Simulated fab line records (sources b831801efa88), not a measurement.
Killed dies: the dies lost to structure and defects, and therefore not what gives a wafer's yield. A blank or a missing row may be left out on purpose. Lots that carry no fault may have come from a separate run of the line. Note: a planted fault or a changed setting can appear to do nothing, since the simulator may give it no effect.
Matching of chambers | flow gf180mcu | 4 sister chambers for GF_CONTACT_CMP_04 on cmp-01
The step polishes SiO2. 4 wafers are shown with their chamber, then 8 later ones without.

WAFERS WITH THEIR CHAMBER
wafer  | chamber | motor_current_A (A)
L568.4 | 1       | 11.3
L571.1 | 3       | 9.8
L571.4 | 2       | 11.8
L572.2 | 0       | 11.8

WAFERS MISSING THEIR CHAMBER
wafer  | motor_current_A (A)
L572.3 | 10.7
L572.6 | 11.8
L583.1 | 11.3
L583.4 | 12.7
L583.6 | 12.1
L584.4 | 11.9
L584.5 | 11.7
L584.6 | 11.2

WHICH CHAMBER EACH ONE RAN IN
wafer  | from the rows above               | in truth
L572.3 | can't be placed: 1 or 3 or 0 or 2 | 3
L572.6 | can't be placed: 0 or 2 or 1      | 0
L583.1 | can't be placed: 1 or 0 or 2      | 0
L583.4 | can't be placed: 0 or 2 or 1      | 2
L583.6 | can't be placed: 0 or 2 or 1      | 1
L584.4 | can't be placed: 0 or 2 or 1      | 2
L584.5 | can't be placed: 0 or 2 or 1      | 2
L584.6 | can't be placed: 1 or 0 or 2      | 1
Correct placement for 0 of the 8. Can't be placed from these rows: 8 (the true chamber is among the candidates in 8). 0 placed wrongly.
How it was worked out, from the rows above alone: a wafer's distance from a chamber is the root of the sum, over the readings, of the square of ((its reading less the chamber's mean) divided by the reading's scatter). The wafer belongs to the nearest chamber; if the next one is less than 2 further off, it can't be placed. The mean given for a chamber averages the wafers shown for that chamber. The scatter: with one shown wafer a chamber, the root of the mean of the squares of how far each hidden wafer lies from its nearest shown one.
